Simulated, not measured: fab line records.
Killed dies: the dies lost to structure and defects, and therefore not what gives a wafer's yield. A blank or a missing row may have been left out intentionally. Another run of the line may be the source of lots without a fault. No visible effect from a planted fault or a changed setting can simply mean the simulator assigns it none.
What tool caused it? || flow sky130 || Sampling: 13 lots, 39 wafers, 4 of 708 route steps

== WHAT EACH GAUGE READ, for each wafer ==
SKY_NWELL_RS_MEAS_29: uses a four-point probe to measure.
{"lot": "L462", "measured": "day 5 13:59", "on": "film-metro-02", "NWELL_RS (ohm/sq)": "626.2 625.1 625.1"}
{"lot": "L463", "measured": "day 5 18:53", "on": "film-metro-01", "NWELL_RS (ohm/sq)": "623.2 622.7 624.2"}
{"lot": "L464", "measured": "day 6 00:26", "on": "film-metro-02", "NWELL_RS (ohm/sq)": "625.5 623.8 625.0"}
{"lot": "L465", "measured": "day 6 07:50", "on": "film-metro-02", "NWELL_RS (ohm/sq)": "624.7 623.4 622.4"}
{"lot": "L466", "measured": "day 6 11:56", "on": "film-metro-01", "NWELL_RS (ohm/sq)": "624.6 625.1 624.0"}
{"lot": "L467", "measured": "day 6 18:05", "on": "film-metro-02", "NWELL_RS (ohm/sq)": "625.8 623.3 624.1"}
{"lot": "L469", "measured": "day 7 08:05", "on": "film-metro-02", "NWELL_RS (ohm/sq)": "625.5 624.8 624.0"}
{"lot": "L476", "measured": "day 9 10:14", "on": "film-metro-02", "NWELL_RS (ohm/sq)": "634.0 635.0 633.2"}
{"lot": "L478", "measured": "day 9 19:20", "on": "film-metro-02", "NWELL_RS (ohm/sq)": "633.7 632.4 633.4"}
{"lot": "L481", "measured": "day 10 08:02", "on": "film-metro-02", "NWELL_RS (ohm/sq)": "623.6 622.5 622.8"}
{"lot": "L482", "measured": "day 10 16:37", "on": "film-metro-03", "NWELL_RS (ohm/sq)": "626.9 626.9 627.3"}
{"lot": "L483", "measured": "day 10 20:25", "on": "film-metro-01", "NWELL_RS (ohm/sq)": "622.9 625.8 623.3"}
{"lot": "L484", "measured": "day 11 06:32", "on": "film-metro-03", "NWELL_RS (ohm/sq)": "623.8 626.8 623.4"}

SKY_CONTACT_OVL_MEAS_15.
{"lot": "L462", "measured": "day 31 20:53", "on": "overlay-01", "CONTACT_OVL (nm)": "-1 3 -2"}
{"lot": "L463", "measured": "day 32 01:28", "on": "overlay-01", "CONTACT_OVL (nm)": "1 -5 -3"}
{"lot": "L464", "measured": "day 32 11:10", "on": "overlay-01", "CONTACT_OVL (nm)": "-4 -9 2"}
{"lot": "L465", "measured": "day 32 19:20", "on": "overlay-01", "CONTACT_OVL (nm)": "-5 5 1"}
{"lot": "L466", "measured": "day 32 21:07", "on": "overlay-01", "CONTACT_OVL (nm)": "-1 -6 -4"}
{"lot": "L467", "measured": "day 33 10:17", "on": "overlay-02", "CONTACT_OVL (nm)": "-7 -7 -7"}
{"lot": "L469", "measured": "day 34 02:57", "on": "overlay-01", "CONTACT_OVL (nm)": "7 1 1"}
{"lot": "L476", "measured": "day 36 16:07", "on": "overlay-02", "CONTACT_OVL (nm)": "-6 -1 -9"}
{"lot": "L478", "measured": "day 37 06:33", "on": "overlay-02", "CONTACT_OVL (nm)": "0 -4 4"}
{"lot": "L481", "measured": "day 37 18:38", "on": "overlay-01", "CONTACT_OVL (nm)": "6 -7 5"}
{"lot": "L482", "measured": "day 38 04:36", "on": "overlay-02", "CONTACT_OVL (nm)": "6 0 5"}
{"lot": "L483", "measured": "day 38 10:57", "on": "overlay-02", "CONTACT_OVL (nm)": "0 3 4"}
{"lot": "L484", "measured": "day 38 14:16", "on": "overlay-02", "CONTACT_OVL (nm)": "-2 -1 -10"}

SKY_CONTACT_THK_MEAS_26: measures by xrf.
{"lot": "L462", "measured": "day 31 21:59", "on": "film-metro-02", "CONTACT_W_THK (nm)": "342 350 358"}
{"lot": "L463", "measured": "day 32 02:35", "on": "film-metro-04", "CONTACT_W_THK (nm)": "345 343 356"}
{"lot": "L464", "measured": "day 32 12:13", "on": "film-metro-04", "CONTACT_W_THK (nm)": "350 340 351"}
{"lot": "L465", "measured": "day 32 20:26", "on": "film-metro-02", "CONTACT_W_THK (nm)": "332 330 333"}
{"lot": "L466", "measured": "day 32 22:13", "on": "film-metro-04", "CONTACT_W_THK (nm)": "353 346 343"}
{"lot": "L467", "measured": "day 33 11:35", "on": "film-metro-01", "CONTACT_W_THK (nm)": "336 351 335"}
{"lot": "L469", "measured": "day 34 04:10", "on": "film-metro-04", "CONTACT_W_THK (nm)": "350 337 349"}
{"lot": "L476", "measured": "day 36 17:13", "on": "film-metro-04", "CONTACT_W_THK (nm)": "349 357 342"}
{"lot": "L478", "measured": "day 37 07:38", "on": "film-metro-02", "CONTACT_W_THK (nm)": "345 338 340"}
{"lot": "L481", "measured": "day 37 19:46", "on": "film-metro-04", "CONTACT_W_THK (nm)": "340 343 355"}
{"lot": "L482", "measured": "day 38 05:43", "on": "film-metro-01", "CONTACT_W_THK (nm)": "359 346 342"}
{"lot": "L483", "measured": "day 38 12:07", "on": "film-metro-04", "CONTACT_W_THK (nm)": "351 341 337"}
{"lot": "L484", "measured": "day 38 15:24", "on": "film-metro-04", "CONTACT_W_THK (nm)": "347 342 342"}

== EACH LOT AND THE TOOL THAT RAN IT (in order: tool; ch and the chambers of the sampled wafers; start) ==
{"lot": "L462", "SKY_NWELL_IMPLANT_11": "implanter-01 ch 0, day 4 19:14"}
{"lot": "L463", "SKY_NWELL_IMPLANT_11": "implanter-04 ch 0, day 4 23:56"}
{"lot": "L464", "SKY_NWELL_IMPLANT_11": "implanter-02 ch 0, day 5 05:29"}
{"lot": "L465", "SKY_NWELL_IMPLANT_11": "implanter-01 ch 0, day 5 12:05"}
{"lot": "L466", "SKY_NWELL_IMPLANT_11": "implanter-04 ch 0, day 5 16:59"}
{"lot": "L467", "SKY_NWELL_IMPLANT_11": "implanter-02 ch 0, day 5 23:02"}
{"lot": "L469", "SKY_NWELL_IMPLANT_11": "implanter-01 ch 0, day 6 11:08"}
{"lot": "L476", "SKY_NWELL_IMPLANT_11": "implanter-02 ch 0, day 8 11:59"}
{"lot": "L478", "SKY_NWELL_IMPLANT_11": "implanter-02 ch 0, day 8 21:17"}
{"lot": "L481", "SKY_NWELL_IMPLANT_11": "implanter-01 ch 0, day 9 09:25"}
{"lot": "L482", "SKY_NWELL_IMPLANT_11": "implanter-04 ch 0, day 9 17:45"}
{"lot": "L483", "SKY_NWELL_IMPLANT_11": "implanter-01 ch 0, day 9 21:18"}
{"lot": "L484", "SKY_NWELL_IMPLANT_11": "implanter-04 ch 0, day 10 06:50"}
- SKY_NWELL_IMPLANT_11

== AS READ BY THE TOOLS THEMSELVES (means over the sampled wafers that have a number; for cases with no such wafer, the mark the record gives instead) ==
SKY_NWELL_IMPLANT_11.
{"lot": "L462", "tool": "implanter-01", "beam-energy-keV": 400.09}
{"lot": "L463", "tool": "implanter-04", "beam-energy-keV": 400.01}
{"lot": "L464", "tool": "implanter-02", "beam-energy-keV": 399.96}
{"lot": "L465", "tool": "implanter-01", "beam-energy-keV": 400.13}
{"lot": "L466", "tool": "implanter-04", "beam-energy-keV": 399.96}
{"lot": "L467", "tool": "implanter-02", "beam-energy-keV": 399.98}
{"lot": "L469", "tool": "implanter-01", "beam-energy-keV": 399.99}
{"lot": "L476", "tool": "implanter-02", "beam-energy-keV": 375.28}
{"lot": "L478", "tool": "implanter-02", "beam-energy-keV": 375.50}
{"lot": "L481", "tool": "implanter-01", "beam-energy-keV": 399.98}
{"lot": "L482", "tool": "implanter-04", "beam-energy-keV": 399.99}
{"lot": "L483", "tool": "implanter-01", "beam-energy-keV": 400.02}
{"lot": "L484", "tool": "implanter-04", "beam-energy-keV": 399.92}

== THE ANSWER, worked out from the rows above alone ==
Rule: what is usual is taken from the lots themselves. Put in order of their means at a reading, lots are off if they are a third of the lots or fewer, leave a main group of 4 or more, and stand apart from it by a gap of 3 or more times the standard deviation of the main group's means; of several such gaps the widest counts. A main group is skipped when, at the precision printed for the reading in the tables above, its means are all equal. A lot without any number at a reading at which 4 lots or more have one is off too. Where the step has rows for the other lots, those lots are counted as sound. Order of review: gauges by route order, followed by the tools' own readings, for which a lot's mean as printed above is used. At the first step where some lot is off, the reading lying furthest off is the one used; lots without a number count as furthest.
Off: at SKY_NWELL_RS_MEAS_29 (NWELL_RS), L476, L478. Main group: mean 624.5 ohm/sq, sd 1.1.
If a tool, at a process step before that reading, ran all the lots that are off and no sound lot after the first of them, it fits. The gauges at SKY_NWELL_RS_MEAS_29 aren't tried: what is off there is off at SKY_NWELL_IMPLANT_11 too, on other tools, and a gauge's error can't cause that. One fits: SKY_NWELL_IMPLANT_11 on implanter-02. Its last sound lot is L467 (day 5 23:02), its first lot that is off L476 (day 8 11:59): a fault that began between those two fits.
On the lots that are off, the tool's own readings at SKY_NWELL_IMPLANT_11 differ by more than 5 times the standard deviation of the sound lots' means, which bears it out; beam-energy-keV reads 375.39 there versus 400.00 on the sound lots.

== WHAT WAS PUT IN BY THE SIMULATOR ==
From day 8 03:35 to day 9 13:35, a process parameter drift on implanter-02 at SKY_NWELL_IMPLANT_11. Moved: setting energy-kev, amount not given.
Lots struck among those shown: L476, L478. This agrees with what the rule above found.
